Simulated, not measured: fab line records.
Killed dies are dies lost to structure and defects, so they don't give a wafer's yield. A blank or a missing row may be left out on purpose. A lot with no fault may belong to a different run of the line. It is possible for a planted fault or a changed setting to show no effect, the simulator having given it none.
Which of the tools did it? / flow sky130 / 12 lots with 36 wafers sampled at 4 steps, on a route of 708 steps

== WHAT THE GAUGES READ, wafer by wafer ==
SKY_METAL2_CD_MEAS_15: the cd target is 140 nm. Usual: 140.0 nm for cd_nm, sd 1.8.
lot=L186; measured=day 35 15:13; on=cd_sem-01; cd_nm (nm)=139.9 141.4 140.1; flag=
lot=L185; measured=day 35 16:43; on=cd_sem-02; cd_nm (nm)=141.3 142.1 141.1; flag=
lot=L187; measured=day 36 01:15; on=cd_sem-02; cd_nm (nm)=138.7 136.9 139.5; flag=
lot=L189; measured=day 36 13:44; on=cd_sem-02; cd_nm (nm)=140.9 142.2 141.7; flag=
lot=L190; measured=day 37 00:37; on=cd_sem-01; cd_nm (nm)=139.0 139.0 138.5; flag=
lot=L191; measured=day 38 01:16; on=cd_sem-02; cd_nm (nm)=139.5 141.4 140.4; flag=
lot=L193; measured=day 38 09:44; on=cd_sem-02; cd_nm (nm)=140.0 140.0 139.9; flag=
lot=L198; measured=day 40 00:08; on=cd_sem-01; cd_nm (nm)=137.8 135.1 138.4; flag=
lot=L197; measured=day 40 00:31; on=cd_sem-02; cd_nm (nm)=142.3 141.4 141.6; flag=
lot=L199; measured=day 40 07:05; on=cd_sem-01; cd_nm (nm)=142.3 141.8 140.1; flag=
lot=L203; measured=day 41 04:16; on=cd_sem-01; cd_nm (nm)=140.1 140.8 143.0; flag=
lot=L207; measured=day 42 01:40; on=cd_sem-01; cd_nm (nm)=141.0 141.9 141.8; flag=

SKY_VIA2_THK_MEAS_01. Usual: VIA2_HDPCVD_THK gives 1173 nm (standard deviation 14).
lot=L186; measured=day 35 16:18; on=film_metro-04; VIA2_HDPCVD_THK (nm)=1146 1160 1151; flag=
lot=L185; measured=day 35 17:46; on=film_metro-01; VIA2_HDPCVD_THK (nm)=1197 1182 1207; flag=
lot=L187; measured=day 36 02:21; on=film_metro-04; VIA2_HDPCVD_THK (nm)=1156 1182 1188; flag=
lot=L189; measured=day 36 14:50; on=film_metro-03; VIA2_HDPCVD_THK (nm)=1161 1172 1169; flag=
lot=L190; measured=day 37 01:43; on=film_metro-04; VIA2_HDPCVD_THK (nm)=1184 1154 1171; flag=
lot=L191; measured=day 38 02:24; on=film_metro-01; VIA2_HDPCVD_THK (nm)=1181 1170 1171; flag=
lot=L193; measured=day 38 10:49; on=film_metro-04; VIA2_HDPCVD_THK (nm)=1179 1203 1193; flag=
lot=L198; measured=day 40 01:12; on=film_metro-01; VIA2_HDPCVD_THK (nm)=1187 1180 1158; flag=
lot=L197; measured=day 40 01:45; on=film_metro-01; VIA2_HDPCVD_THK (nm)=1183 1174 1173; flag=
lot=L199; measured=day 40 08:20; on=film_metro-03; VIA2_HDPCVD_THK (nm)=1167 1167 1147; flag=
lot=L203; measured=day 41 05:23; on=film_metro-01; VIA2_HDPCVD_THK (nm)=1167 1157 1179; flag=
lot=L207; measured=day 42 02:43; on=film_metro-04; VIA2_HDPCVD_THK (nm)=1164 1146 1167; flag=

== TOOL THAT RAN EACH LOT (tool first, then ch and the chambers of the sampled wafers, then the start) ==
lot=L186; SKY_METAL2_SPUTTER_03=pvd_sputter-03, day 34 13:08; SKY_METAL2_STRIP_20=plasma_asher-02 ch 0,1, day 35 15:32
lot=L185; SKY_METAL2_SPUTTER_03=pvd_sputter-01, day 34 14:44; SKY_METAL2_STRIP_20=plasma_asher-01 ch 0,1, day 35 17:02
lot=L187; SKY_METAL2_SPUTTER_03=pvd_sputter-03, day 34 23:15; SKY_METAL2_STRIP_20=plasma_asher-03 ch 0,1, day 36 01:35
lot=L189; SKY_METAL2_SPUTTER_03=pvd_sputter-02, day 35 11:43; SKY_METAL2_STRIP_20=plasma_asher-02 ch 1, day 36 14:05
lot=L190; SKY_METAL2_SPUTTER_03=pvd_sputter-03, day 35 22:35; SKY_METAL2_STRIP_20=plasma_asher-01 ch 0,1, day 37 00:57
lot=L191; SKY_METAL2_SPUTTER_03=pvd_sputter-01, day 36 23:17; SKY_METAL2_STRIP_20=plasma_asher-01 ch 0,1, day 38 01:36
lot=L193; SKY_METAL2_SPUTTER_03=pvd_sputter-03, day 37 08:25; SKY_METAL2_STRIP_20=plasma_asher-03 ch 0,1, day 38 10:04
lot=L198; SKY_METAL2_SPUTTER_03=pvd_sputter-03, day 38 23:19; SKY_METAL2_STRIP_20=plasma_asher-03 ch 0,1, day 40 00:29
lot=L197; SKY_METAL2_SPUTTER_03=pvd_sputter-01, day 38 23:42; SKY_METAL2_STRIP_20=plasma_asher-03 ch 0,1, day 40 01:01
lot=L199; SKY_METAL2_SPUTTER_03=pvd_sputter-01, day 39 06:58; SKY_METAL2_STRIP_20=plasma_asher-01 ch 0,1, day 40 07:37
lot=L203; SKY_METAL2_SPUTTER_03=pvd_sputter-01, day 40 04:11; SKY_METAL2_STRIP_20=plasma_asher-03 ch 0,1, day 41 04:36
lot=L207; SKY_METAL2_SPUTTER_03=pvd_sputter-01, day 41 02:15; SKY_METAL2_STRIP_20=plasma_asher-02 ch 0,1, day 42 02:00
- SKY_METAL2_SPUTTER_03: material Ti, target thk 5 nm, time 3.3 s.
- SKY_METAL2_STRIP_20: strips in O2/N2.

== AS READ BY THE TOOLS THEMSELVES (means over the sampled wafers that have a number; for cases with no such wafer, the mark the record gives instead) ==
SKY_METAL2_SPUTTER_03. Usual: 29.7 % for throttle_valve_pct, sd 0.54.
lot=L186; tool=pvd_sputter-03; throttle_valve_pct (%)=29.9; flag=
lot=L185; tool=pvd_sputter-01; throttle_valve_pct (%)=29.8; flag=
lot=L187; tool=pvd_sputter-03; throttle_valve_pct (%)=29.9; flag=
lot=L189; tool=pvd_sputter-02; throttle_valve_pct (%)=29.1; flag=
lot=L190; tool=pvd_sputter-03; throttle_valve_pct (%)=29.6; flag=
lot=L191; tool=pvd_sputter-01; throttle_valve_pct (%)=29.7; flag=
lot=L193; tool=pvd_sputter-03; throttle_valve_pct (%)=29.9; flag=
lot=L198; tool=pvd_sputter-03; throttle_valve_pct (%)=29.3; flag=
lot=L197; tool=pvd_sputter-01; throttle_valve_pct (%)=29.5; flag=
lot=L199; tool=pvd_sputter-01; throttle_valve_pct (%)=30.1; flag=
lot=L203; tool=pvd_sputter-01; throttle_valve_pct (%)=29.8; flag=
lot=L207; tool=pvd_sputter-01; throttle_valve_pct (%)=29.5; flag=

SKY_METAL2_STRIP_20. Usual: drypump_motor_current_A 5.8 A, standard deviation 0.47; n2_flow_sccm 300.0 sccm, standard deviation 0.72; oes_product_au 0.343 a.u., standard deviation 0.004; strip_time_to_endpoint_s 2.71 s, standard deviation 0.051.
lot=L186; tool=plasma_asher-02; drypump_motor_current_A (A)=6.0; n2_flow_sccm (sccm)=300.1; oes_product_au (a.u.)=0.346; strip_time_to_endpoint_s (s)=2.72; flag=
lot=L185; tool=plasma_asher-01; drypump_motor_current_A (A)=6.0; n2_flow_sccm (sccm)=299.4; oes_product_au (a.u.)=0.340; strip_time_to_endpoint_s (s)=2.70; flag=
lot=L187; tool=plasma_asher-03; drypump_motor_current_A (A)=5.8; n2_flow_sccm (sccm)=299.4; oes_product_au (a.u.)=0.339; strip_time_to_endpoint_s (s)=2.68; flag=
lot=L189; tool=plasma_asher-02; drypump_motor_current_A (A)=5.5; n2_flow_sccm (sccm)=300.0; oes_product_au (a.u.)=0.343; strip_time_to_endpoint_s (s)=2.70; flag=
lot=L190; tool=plasma_asher-01; drypump_motor_current_A (A)=5.5; n2_flow_sccm (sccm)=300.0; oes_product_au (a.u.)=0.343; strip_time_to_endpoint_s (s)=2.71; flag=
lot=L191; tool=plasma_asher-01; drypump_motor_current_A (A)=5.5; n2_flow_sccm (sccm)=299.5; oes_product_au (a.u.)=0.347; strip_time_to_endpoint_s (s)=2.70; flag=
lot=L193; tool=plasma_asher-03; drypump_motor_current_A (A)=5.7; n2_flow_sccm (sccm)=300.5; oes_product_au (a.u.)=0.345; strip_time_to_endpoint_s (s)=2.74; flag=
lot=L198; tool=plasma_asher-03; drypump_motor_current_A (A)=5.8; n2_flow_sccm (sccm)=299.7; oes_product_au (a.u.)=0.342; strip_time_to_endpoint_s (s)=2.73; flag=
lot=L197; tool=plasma_asher-03; drypump_motor_current_A (A)=5.8; n2_flow_sccm (sccm)=300.5; oes_product_au (a.u.)=0.342; strip_time_to_endpoint_s (s)=2.72; flag=
lot=L199; tool=plasma_asher-01; drypump_motor_current_A (A)=5.5; n2_flow_sccm (sccm)=300.1; oes_product_au (a.u.)=0.348; strip_time_to_endpoint_s (s)=2.77; flag=
lot=L203; tool=plasma_asher-03; drypump_motor_current_A (A)=5.7; n2_flow_sccm (sccm)=299.5; oes_product_au (a.u.)=0.346; strip_time_to_endpoint_s (s)=2.75; flag=
lot=L207; tool=plasma_asher-02; drypump_motor_current_A (A)=6.0; n2_flow_sccm (sccm)=300.0; oes_product_au (a.u.)=0.343; strip_time_to_endpoint_s (s)=2.71; flag=

== THE ANSWER, worked out from the rows above alone ==
Rule: take the mean of a lot's wafers that have a number; if it is more than 3 standard deviations from the usual mean, the lot is off. A lot without any number at a reading at which 4 lots or more have one is off too. The other lots that the step has rows for count as sound. The gauges are gone through in route order, then the tools' own readings, and for those a lot's mean is taken as printed above. At the first step where some lot is off, the reading lying furthest off is the one used; lots without a number count as furthest.
No lot is off on any of the readings shown, so nothing can be concluded from this.

== WHAT THE SIMULATOR HAD INSERTED ==
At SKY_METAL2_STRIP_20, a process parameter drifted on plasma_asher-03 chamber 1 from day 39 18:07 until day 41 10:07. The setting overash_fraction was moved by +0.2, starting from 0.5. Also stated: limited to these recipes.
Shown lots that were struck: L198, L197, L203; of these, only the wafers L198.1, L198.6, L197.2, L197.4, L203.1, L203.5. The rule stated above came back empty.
